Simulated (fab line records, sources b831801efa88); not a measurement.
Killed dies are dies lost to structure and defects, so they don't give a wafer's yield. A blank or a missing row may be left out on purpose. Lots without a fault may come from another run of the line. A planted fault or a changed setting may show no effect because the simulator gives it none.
Which tool did it? | flow sky130 | 13 lots, 39 wafers sampled, at 5 steps of a route of 708

WHAT THE GAUGES READ, wafer by wafer
The record holds no reading of a measuring or inspecting step that can be judged against a usual standard deviation.

WHICH TOOL RAN EACH LOT (tool, then ch and the chambers of the sampled wafers, then the start)
lot  | SKY_CONTACT_CMP_27            | SKY_VIA4_CVD_18               | SKY_METAL5_SPUTTER_01        | SKY_METAL5_SPUTTER_02        | SKY_PAD_OPEN_PROBE_99
L932 | cmp-02 ch 0,2,3, day 32 04:13 | cvd_w-02 ch 0,1, day 43 05:44 | pvd_sputter-01, day 43 06:23 | pvd_sputter-01, day 43 06:25 | -
L934 | cmp-01 ch 0,2,3, day 33 00:50 | cvd_w-01 ch 1, day 44 01:30   | pvd_sputter-02, day 44 02:13 | pvd_sputter-02, day 44 02:14 | -
L936 | cmp-01 ch 0,2,3, day 33 21:10 | cvd_w-01 ch 0,1, day 44 17:18 | pvd_sputter-02, day 44 17:58 | pvd_sputter-02, day 44 17:59 | -
L935 | cmp-01 ch 0,3, day 33 21:59   | cvd_w-02 ch 0,1, day 44 21:03 | pvd_sputter-03, day 44 21:51 | pvd_sputter-03, day 44 21:53 | -
L939 | cmp-02 ch 0,2,3, day 34 08:34 | cvd_w-02 ch 0,1, day 45 02:06 | pvd_sputter-02, day 45 02:42 | pvd_sputter-02, day 45 02:44 | -
L940 | cmp-01 ch 0,2,3, day 34 18:48 | cvd_w-01 ch 0,1, day 45 13:42 | pvd_sputter-02, day 45 14:22 | pvd_sputter-02, day 45 14:23 | prober-02, day 48 06:52
L941 | cmp-01 ch 0,1,2, day 35 06:22 | cvd_w-02 ch 0,1, day 45 21:53 | pvd_sputter-03, day 45 22:29 | pvd_sputter-03, day 45 22:31 | prober-01, day 48 13:44
L946 | cmp-02 ch 1,2, day 36 09:12   | cvd_w-02 ch 0,1, day 46 17:34 | pvd_sputter-01, day 46 18:13 | pvd_sputter-01, day 46 18:14 | -
L948 | cmp-02 ch 0,1,2, day 37 05:37 | cvd_w-02 ch 0,1, day 47 12:43 | pvd_sputter-02, day 47 13:20 | pvd_sputter-02, day 47 13:21 | -
L949 | cmp-02 ch 0,2,3, day 37 10:50 | cvd_w-02 ch 0,1, day 47 16:06 | pvd_sputter-02, day 47 16:46 | pvd_sputter-02, day 47 16:47 | -
L950 | cmp-02 ch 0,1,3, day 37 19:11 | cvd_w-01 ch 0,1, day 47 22:10 | pvd_sputter-02, day 48 00:25 | pvd_sputter-02, day 48 00:27 | -
L952 | cmp-02 ch 2,3, day 38 06:52   | cvd_w-01 ch 0,1, day 48 07:42 | pvd_sputter-02, day 48 08:19 | pvd_sputter-02, day 48 08:20 | -
L953 | cmp-02 ch 1,2,3, day 38 19:37 | cvd_w-01 ch 0,1, day 48 16:16 | pvd_sputter-03, day 48 16:56 | pvd_sputter-03, day 48 16:57 | -
- SKY_CONTACT_CMP_27: polishes, stops on SiO2, t overpolish 15 s, target thk 0 nm.
- SKY_VIA4_CVD_18: deposits W, target thk 505 nm, time 152.14 s.
- SKY_METAL5_SPUTTER_01: material TiN, target thk 20 nm, time 16.7 s.
- SKY_METAL5_SPUTTER_02: material AlCu, target thk 1150 nm, time 61.2 s.
- SKY_PAD_OPEN_PROBE_99

WHAT THE TOOLS THEMSELVES READ (means of the sampled wafers that have a number; where no wafer has one, the mark that the record gives instead)
SKY_CONTACT_CMP_27.
lot  | tool   | motor_current_A (A) | overpolish_run_s (s) | time_to_endpoint_s (s)
L932 | cmp-02 | 10.3                | 15.000               | 80
L934 | cmp-01 | 11.3                | 14.995               | 82
L936 | cmp-01 | 11.1                | 15.000               | 83
L935 | cmp-01 | 11.3                | 15.005               | 85
L939 | cmp-02 | 10.3                | 14.992               | 89
L940 | cmp-01 | 11.5                | 15.000               | 86
L941 | cmp-01 | 11.4                | 15.004               | 86
L946 | cmp-02 | 11.4                | 14.999               | 82
L948 | cmp-02 | 11.3                | 15.005               | 80
L949 | cmp-02 | 10.5                | 15.012               | 79
L950 | cmp-02 | 10.9                | 14.999               | 83
L952 | cmp-02 | 11.2                | 14.996               | 81
L953 | cmp-02 | 10.8                | 15.000               | 77

SKY_VIA4_CVD_18.
lot  | tool     | heater_power_w (W)
L932 | cvd_w-02 | 892
L934 | cvd_w-01 | 762
L936 | cvd_w-01 | 829
L935 | cvd_w-02 | 869
L939 | cvd_w-02 | 930
L940 | cvd_w-01 | 806
L941 | cvd_w-02 | 885
L946 | cvd_w-02 | 945
L948 | cvd_w-02 | 896
L949 | cvd_w-02 | 882
L950 | cvd_w-01 | 786
L952 | cvd_w-01 | 784
L953 | cvd_w-01 | 803

SKY_METAL5_SPUTTER_01.
lot  | tool           | throttle_valve_pct (%)
L932 | pvd_sputter-01 | 30.9
L934 | pvd_sputter-02 | 29.9
L936 | pvd_sputter-02 | 30.2
L935 | pvd_sputter-03 | 29.8
L939 | pvd_sputter-02 | 29.8
L940 | pvd_sputter-02 | 30.3
L941 | pvd_sputter-03 | 29.6
L946 | pvd_sputter-01 | 31.0
L948 | pvd_sputter-02 | 30.8
L949 | pvd_sputter-02 | 29.9
L950 | pvd_sputter-02 | 30.1
L952 | pvd_sputter-02 | 30.4
L953 | pvd_sputter-03 | 29.9

SKY_METAL5_SPUTTER_02.
lot  | tool           | throttle_valve_pct (%)
L932 | pvd_sputter-01 | 30.7
L934 | pvd_sputter-02 | 29.9
L936 | pvd_sputter-02 | 30.3
L935 | pvd_sputter-03 | 29.7
L939 | pvd_sputter-02 | 29.9
L940 | pvd_sputter-02 | 30.0
L941 | pvd_sputter-03 | 29.7
L946 | pvd_sputter-01 | 30.8
L948 | pvd_sputter-02 | 30.8
L949 | pvd_sputter-02 | 29.9
L950 | pvd_sputter-02 | 30.1
L952 | pvd_sputter-02 | 30.3
L953 | pvd_sputter-03 | 29.6

SKY_PAD_OPEN_PROBE_99.
lot  | tool      | killed_at_M0_to_M3 | killed_at_M4_up | killed_at_contacts | killed_at_front_end | killed_at_other | killed_dies | killed_on_rim | killed_open | killed_short
L940 | prober-02 | 34                 | 3.7             | 259                | 10                  | 0.0             | 307         | 60            | 39          | 25
L941 | prober-01 | 37                 | 2.3             | 266                | 14                  | 0.0             | 318         | 66            | 41          | 29

THE ANSWER, worked out from the rows above alone
Rule: what is usual is taken from the lots themselves. Put in order of their means at a reading, lots are off if they are a third of the lots or fewer, leave a main group of 4 or more, and stand apart from it by a gap of 3 or more times the standard deviation of the main group's means; of several such gaps the widest counts. A main group whose means are all the same, to the digits that the tables above print for the reading, isn't used. A lot without any number at a reading at which 4 lots or more have one is off too. The other lots that the step has rows for count as sound. The gauges are gone through in route order, then the tools' own readings, and for those a lot's mean is taken as printed above. The first step at which some lot is off is used, and at that step the reading that is off furthest; a lot without a number counts as furthest.
No lot is off at any reading shown: from this, nothing can be told.

WHAT THE SIMULATOR HAD PUT IN
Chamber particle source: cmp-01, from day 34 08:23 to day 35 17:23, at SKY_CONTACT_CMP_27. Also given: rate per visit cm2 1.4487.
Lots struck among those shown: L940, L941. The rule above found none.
